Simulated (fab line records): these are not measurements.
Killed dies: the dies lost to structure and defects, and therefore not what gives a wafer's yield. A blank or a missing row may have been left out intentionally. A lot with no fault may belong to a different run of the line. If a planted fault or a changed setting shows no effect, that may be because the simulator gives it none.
fab line records    flow sky130
[record] lots = 14  wafers = 42  last-day = 50
route steps=708 shown CAP2M@610 PAD_OPEN@708
lots untouched by any fault: they come from a run of this same line in which no faults occurred
start-h: hours from the record's opening day to when the first of the lot's shown wafers began    wait-h: how many hours have passed since the lot's step before this one    " as in the row above    L1.1+2: one row covering several wafers at once    - no value present, or no start provided    * or withheld: withheld    < > ~ a bound
route shown NAME@n: NAME is a module with steps in the file, n the number in the route of the first one    usual: mean/standard deviation of fault-free wafers    same: alike in all rows    chamber/n: place in a boat    sites: per-site readings    _std_site: the values' standard deviation    _edge_site: the outer-site mean with the inner-site mean subtracted    radius-mm: how far each site lies from the wafer's centre    mask NAME#n: copy n    behind: the last tool/chamber to shape the wafer    hold: the reason the lot was held/the length of the hold in hours/how it ended    device: whichever transistor did not switch (one of n, p or np)    end of line: the tests these same wafers got at the end of their route    a step with no rows: only its recipe    killed: not the wafer's yield, but the dies lost to structure and defects at the first sort    map: a wafer's dies, x killed, . not, _ none there
set.NAME: the run value of the setting; set.NAME@STEP: its run value at that earlier step    model.NAME: the simulator's own value behind a step, which no gauge read
steps of the route over a sample of lots; a table a step, a row a wafer
services: the hour from which a tool's chamber was out of use, counted from the record's first day as start-h (under 0 if before that day), plus the number of hours and why
[[steps]]
[step SKY_CAP2M_COAT_07]
[recipe] resist = NOVOLAK  spin-rpm = 3000  resist-thk-nm = 1140
[usual] spin-speed-rpm = 2999.9/2.1
lot.wafer  tool            chamber  start-h  wait-h  spin-speed-rpm
L309.2     litho-track-01  0        938.84   0.1     2996.3
L309.5     "               0        "        "       2994.9
L309.6     "               0        "        "       2996.8
L311.3     litho-track-03  0        945.17   0.1     3000.1
L311.4     "               0        "        "       3007.1
L311.5     "               0        "        "       2999.8
L310.1     litho-track-02  0        956.06   0.1     3003.1
L310.2     "               0        "        "       2999.9
L310.5     "               0        "        "       2999.3
L312.1     litho-track-03  0        959.32   0.1     3002.4
L312.5     "               0        "        "       3001.9
L312.6     "               0        "        "       2999.4
L316.1     litho-track-01  0        992.17   0.1     3001.1
L316.4     "               0        "        "       2996.1
L316.5     "               0        "        "       3000.4
L320.2     litho-track-03  0        1067.65  0.1     2900.0
L320.3     "               0        "        "       2896.7
L320.4     "               0        "        "       2898.8
L321.1     litho-track-03  0        1070.08  0.1     2896.9
L321.3     "               0        "        "       2898.0
L321.4     "               0        "        "       2900.1
L322.3     litho-track-02  0        1070.41  0.1     2999.9
L322.4     "               0        "        "       3001.8
L322.6     "               0        "        "       2998.2
L325.2     litho-track-01  0        1071.49  0.1     2999.0
L325.3     "               0        "        "       3000.5
L325.6     "               0        "        "       3001.3
L324.1     litho-track-02  0        1073.06  0.1     2996.7
L324.4     "               0        "        "       2999.9
L324.5     "               0        "        "       2998.9
L323.2     litho-track-02  0        1074.03  0.1     2999.9
L323.3     "               0        "        "       2998.8
L323.4     "               0        "        "       2996.7
L328.1     litho-track-02  0        1074.61  0.1     3000.0
L328.3     "               0        "        "       2999.5
L328.6     "               0        "        "       3000.0
L326.2     litho-track-02  0        1075.58  0.1     2999.0
L326.5     "               0        "        "       2999.3
L326.6     "               0        "        "       3000.0
L329.2     litho-track-02  0        1076.18  0.1     2996.5
L329.3     "               0        "        "       2996.5
L329.4     "               0        "        "       2999.9
[step SKY_CAP2M_STRIP_14]
[recipe] chemistry = O2/N2  power-w = 1400  pressure-mtorr = 1500  platen-temp-c = withheld  o2-flow-sccm = 3000  n2-flow-sccm = 300  overash-fraction = 0.5
[usual] drypump-motor-current-A = 5.7/0.42  n2-flow-sccm = 300.0/0.83  oes-product-au = 0.710/0.0043  strip-time-to-endpoint-s = 12.68/0.037
lot.wafer  tool             chamber  start-h  wait-h  drypump-motor-current-A  n2-flow-sccm  oes-product-au  rf-hours-counter-h  strip-time-to-endpoint-s
L309.2     plasma-asher-04  0        949.97   0.1     5.4                      300.1         0.711           49                  12.71
L309.5     "                1        "        "       5.7                      300.7         0.710           -                   12.68
L309.6     "                0        "        "       5.4                      301.3         0.712           -                   12.71
L311.3     plasma-asher-02  0        957.71   0.1     6.0                      299.9         0.709           -                   12.64
L311.4     "                1        "        "       5.8                      299.1         0.712           -                   12.65
L311.5     "                1        "        "       5.8                      300.0         0.714           -                   12.65
L310.1     plasma-asher-01  1        968.31   0.1     5.3                      299.4         0.715           119                 12.68
L310.2     "                0        "        "       6.6                      299.8         0.713           119                 12.72
L310.5     "                0        "        "       6.6                      300.4         0.707           -                   12.72
L312.1     plasma-asher-02  1        970.57   0.1     5.9                      300.1         0.709           23                  12.69
L312.5     "                0        "        "       6.0                      299.7         0.710           -                   12.64
L312.6     "                1        "        "       5.8                      299.0         0.712           -                   12.68
L316.1     plasma-asher-04  1        1003.68  0.1     5.7                      300.0         0.707           53                  12.65
L316.4     "                0        "        "       5.4                      299.7         0.707           -                   12.67
L316.5     "                0        "        "       5.4                      300.9         0.713           -                   12.62
L320.2     plasma-asher-01  0        1079.62  0.1     6.6                      301.2         0.714           1                   12.88
L320.3     "                0        "        "       6.6                      300.0         0.701           -                   12.90
L320.4     "                1        "        "       5.3                      300.9         0.711           -                   12.87
L321.1     plasma-asher-04  1        1081.68  0.1     5.7                      298.3         0.703           60                  12.85
L321.3     "                1        "        "       5.7                      300.6         0.715           -                   12.91
L321.4     "                0        "        "       5.4                      300.1         0.705           -                   12.84
L322.3     plasma-asher-04  0        1081.96  0.1     5.4                      301.2         0.704           -                   12.65
L322.4     "                1        "        "       5.7                      300.5         0.714           -                   12.62
L322.6     "                0        "        "       5.4                      300.4         0.707           -                   12.65
L325.2     plasma-asher-02  0        1082.52  0.1     6.0                      299.7         0.713           34                  12.70
L325.3     "                0        "        "       6.0                      300.7         0.717           -                   12.71
L325.6     "                1        "        "       5.8                      301.6         0.713           -                   12.72
L324.1     plasma-asher-04  0        1083.68  0.1     5.4                      299.9         0.709           60                  12.70
L324.4     "                1        "        "       5.6                      298.7         0.716           -                   12.73
L324.5     "                0        "        "       5.4                      300.6         0.701           -                   12.66
L323.2     plasma-asher-04  0        1084.63  0.1     5.4                      299.7         0.711           60                  12.70
L323.3     "                1        "        "       5.7                      300.0         0.717           -                   12.66
L323.4     "                0        "        "       5.4                      299.7         0.710           -                   12.67
L328.1     plasma-asher-01  0        1084.97  0.1     6.6                      298.1         0.715           2                   12.68
L328.3     "                0        "        "       6.6                      299.8         0.710           -                   12.67
L328.6     "                1        "        "       5.3                      301.3         0.710           -                   12.70
L326.2     plasma-asher-01  1        1085.59  0.1     5.3                      300.4         0.713           2                   12.71
L326.5     "                0        "        "       6.6                      298.3         0.714           -                   12.68
L326.6     "                1        "        "       5.3                      300.0         0.706           -                   12.68
L329.2     plasma-asher-01  1        1085.89  0.1     5.3                      300.7         0.714           2                   12.68
L329.3     "                1        "        "       5.3                      300.7         0.715           -                   12.60
L329.4     "                0        "        "       6.6                      300.6         0.708           -                   12.65
[step SKY_PAD_OPEN_PROBE_99]
[usual] defect-limited-yield = 82.3/2  killed_at_M0_to_M3 = 44/7.9  killed_at_M4_up = 3.1/1.9  killed-at-contacts = 24/4.6  killed-at-front-end = 16/4.9  killed-at-other = 0.3/0.6  killed-dies = 87/9.7  killed-open = 48/7.2  killed-short = 39/5.6  sort_bin_3_pad_short = 0.8/0.47  sort_bin_5_function = 10.4/1.5  sort_bin_6_memory = 6.5/1.1  sort-n-pass = 405/9.7  sort-yield-pct = 82.3/2
[same] gross-dies = 492  killed-at-back-side = 0  sort_bin_4_leakage[%] = 0  sort_bin_8_speed[%] = 0
lot.wafer  tool       chamber  start-h  wait-h  defect-limited-yield[%]  killed_at_M0_to_M3  killed_at_M4_up  killed-at-contacts  killed-at-front-end  killed-at-other  killed-dies  killed-open  killed-short  sort_bin_3_pad_short[%]  sort_bin_5_function[%]  sort_bin_6_memory[%]  sort-n-pass  sort-yield-pct[%]
L316.1     prober-02  -        1117.44  0.1     85.8                     38                  1                20                  11                   0                70           39           31            0.6                      6.5                     7.1                   422          85.8
L316.4     prober-02  -        1117.59  0.2     82.5                     28                  3                26                  29                   0                86           44           40            1.2                      10.2                    6.1                   406          82.5
L316.5     prober-02  -        1117.64  0.2     83.9                     34                  3                24                  18                   0                79           45           33            0.4                      10.6                    5.1                   413          83.9
L322.3     prober-01  -        1184.61  0.2     83.7                     31                  3                25                  21                   0                80           49           31            1.0                      10.0                    5.3                   412          83.7
L322.4     prober-01  -        1184.66  0.2     81.1                     49                  3                18                  23                   0                93           49           44            0.4                      10.8                    7.7                   399          81.1
L322.6     prober-01  -        1184.76  0.2     80.7                     41                  1                29                  22                   2                95           56           39            1.0                      8.5                     9.8                   397          80.7
L325.2     prober-02  -        1185.84  0.1     85.0                     30                  1                26                  16                   1                74           38           35            0.8                      7.3                     6.9                   418          85.0
L325.3     prober-02  -        1185.89  0.2     81.7                     48                  5                23                  14                   0                90           49           41            1.2                      11.6                    5.5                   402          81.7
L325.6     prober-02  -        1186.04  0.2     79.3                     55                  0                30                  17                   0                102          53           49            1.0                      13.2                    6.5                   390          79.3
L324.1     prober-01  -        1186.24  0.1     85.8                     32                  4                20                  14                   0                70           37           33            1.0                      8.7                     4.5                   422          85.8
L324.4     prober-01  -        1186.39  0.2     82.9                     46                  3                19                  16                   0                84           48           36            0.8                      11.0                    5.3                   408          82.9
L324.5     prober-01  -        1186.44  0.2     79.7                     54                  3                24                  19                   0                100          53           47            0.4                      12.4                    7.5                   392          79.7
L323.2     prober-02  -        1187.43  0.1     85.0                     35                  3                16                  20                   0                74           36           38            0.4                      8.7                     5.9                   418          85.0
L323.3     prober-02  -        1187.48  0.2     84.1                     36                  2                19                  21                   0                78           45           32            1.2                      9.3                     5.3                   414          84.1
L323.4     prober-02  -        1187.53  0.2     83.9                     36                  5                23                  15                   0                79           46           33            0.2                      8.3                     7.5                   413          83.9
// killed by level:class
L316.1 VIA3:geometric-particle:open=8 LI_CONTACT:geometric-particle:open=8 CONTACT:geometric-particle:open=7 METAL1:geometric-particle:short=6 POLY_GATE:geometric-particle:short=5 VIA2:geometric-particle:open=5 VIA1:geometric-particle:open=4 METAL3:geometric-particle:short=4
L316.4 FIELD_ISO:geometric-particle:short=10 CONTACT:geometric-particle:open=10 POLY_GATE:geometric-particle:short=6 POLY_GATE:geometric-particle:open=6 VIA3:geometric-particle:open=6 LI_CONTACT:geometric-particle:open=5 METAL2:geometric-particle:short=5 VIA1:geometric-particle:open=5
L316.5 CONTACT:geometric-particle:open=9 VIA2:geometric-particle:open=7 CONTACT:geometric-particle:short=7 VIA3:geometric-particle:open=7 FIELD_ISO:geometric-particle:open=6 VIA1:geometric-particle:open=6 LI_CONTACT:geometric-particle:open=5 FIELD_ISO:geometric-particle:short=4
L322.3 CONTACT:geometric-particle:open=9 VIA2:geometric-particle:open=9 FIELD_ISO:geometric-particle:short=7 FIELD_ISO:geometric-particle:open=7 LOCAL_INTERCONNECT:geometric-particle:short=6 VIA1:geometric-particle:open=6 POLY_GATE:geometric-particle:open=4 LI_CONTACT:geometric-particle:open=4
L322.4 VIA1:geometric-particle:open=10 VIA2:geometric-particle:open=8 CONTACT:geometric-particle:open=8 FIELD_ISO:geometric-particle:short=7 METAL1:geometric-particle:short=7 VIA3:geometric-particle:open=6 FIELD_ISO:geometric-particle:open=5 METAL2:geometric-particle:short=4
L322.6 CONTACT:geometric-particle:open=13 POLY_GATE:geometric-particle:open=9 VIA1:geometric-particle:open=8 POLY_GATE:geometric-particle:short=6 LI_CONTACT:geometric-particle:open=6 VIA2:geometric-particle:open=6 VIA3:geometric-particle:open=6 METAL2:geometric-particle:short=4
L325.2 CONTACT:geometric-particle:open=7 LI_CONTACT:geometric-particle:open=6 CONTACT:geometric-particle:short=5 VIA2:geometric-particle:open=5 METAL3:geometric-particle:short=4 FIELD_ISO:geometric-particle:open=4 LI_CONTACT:geometric-particle:short=4 METAL1:geometric-particle:short=4
L325.3 VIA2:geometric-particle:open=11 VIA1:geometric-particle:open=10 VIA1:geometric-particle:short=8 CONTACT:geometric-particle:open=8 LI_CONTACT:geometric-particle:open=6 METAL2:geometric-particle:short=5 POLY_GATE:geometric-particle:short=5 METAL1:geometric-particle:short=5
L325.6 VIA1:geometric-particle:open=13 CONTACT:geometric-particle:open=11 METAL1:geometric-particle:short=9 CONTACT:geometric-particle:short=7 VIA3:geometric-particle:open=7 METAL2:geometric-particle:short=7 LOCAL_INTERCONNECT:geometric-particle:short=6 FIELD_ISO:geometric-particle:open=5
L324.1 VIA1:geometric-particle:open=9 CONTACT:geometric-particle:open=8 FIELD_ISO:geometric-particle:open=5 CONTACT:geometric-particle:short=5 METAL2:geometric-particle:short=5 FIELD_ISO:geometric-particle:short=4 LI_CONTACT:geometric-particle:open=4 METAL1:geometric-particle:short=4
L324.4 VIA1:geometric-particle:open=10 CONTACT:geometric-particle:open=9 VIA2:geometric-particle:open=7 METAL1:geometric-particle:short=6 VIA1:geometric-particle:short=6 FIELD_ISO:geometric-particle:open=5 LI_CONTACT:geometric-particle:open=4 METAL3:geometric-particle:short=4
L324.5 VIA1:geometric-particle:open=10 VIA3:geometric-particle:open=10 FIELD_ISO:geometric-particle:short=8 LI_CONTACT:geometric-particle:open=8 CONTACT:geometric-particle:open=8 METAL3:geometric-particle:short=6 FIELD_ISO:geometric-particle:open=5 METAL1:geometric-particle:short=4
L323.2 VIA3:geometric-particle:open=8 FIELD_ISO:geometric-particle:short=6 VIA1:geometric-particle:open=6 POLY_GATE:geometric-particle:short=5 LOCAL_INTERCONNECT:geometric-particle:short=5 CONTACT:geometric-particle:open=5 METAL2:geometric-particle:short=5 LI_CONTACT:geometric-particle:open=4
L323.3 VIA1:geometric-particle:open=14 LOCAL_INTERCONNECT:geometric-particle:short=8 VIA3:geometric-particle:open=7 FIELD_ISO:geometric-particle:open=6 FIELD_ISO:geometric-particle:short=6 LI_CONTACT:geometric-particle:open=6 POLY_GATE:geometric-particle:open=4 CONTACT:geometric-particle:open=4
L323.4 CONTACT:geometric-particle:open=9 VIA3:geometric-particle:open=8 LI_CONTACT:geometric-particle:open=6 METAL4:geometric-particle:short=5 FIELD_ISO:geometric-particle:open=4 LOCAL_INTERCONNECT:geometric-particle:short=4 VIA1:geometric-particle:short=4 VIA1:geometric-particle:open=4
[[services]]
tool             chamber  start-h  hours  kind
plasma-asher-01  -        920.30   2.3    repair
plasma-asher-04  -        958.72   2.8    pm
plasma-asher-02  -        967.79   1.1    repair
plasma-asher-04  -        1025.55  13.9   repair
plasma-asher-01  -        1055.25  9.0    pm
plasma-asher-01  0        1055.25  9.0    vent-cycle
plasma-asher-01  1        1055.25  9.0    vent-cycle
plasma-asher-01  0        1064.25  -      clean
plasma-asher-01  1        1064.25  -      clean
[[key]]
[first-sign] step = SKY_CAP2M_COAT_07  reading = spin-speed-rpm  direction = down  sigmas = 49  usual = 2999.9  struck = 2898.4
[effect] step = SKY_CAP2M_STRIP_14  reading = strip-time-to-endpoint-s  direction = up  sigmas = 5.3  usual = *  struck = *
met-at SKY_CAP2M_COAT_07
struck-lots L320,L321
onset-between 959.32 1067.65
[fault] kind = process-parameter-drift  tool = litho-track-03  chamber = -  onset-h = 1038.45  steps = SKY_CAP2M_COAT_07  channel = spin-rpm  offset = -102.97  shape = step  end-h = 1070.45  acts-in = these-recipes-only  stated = 3000
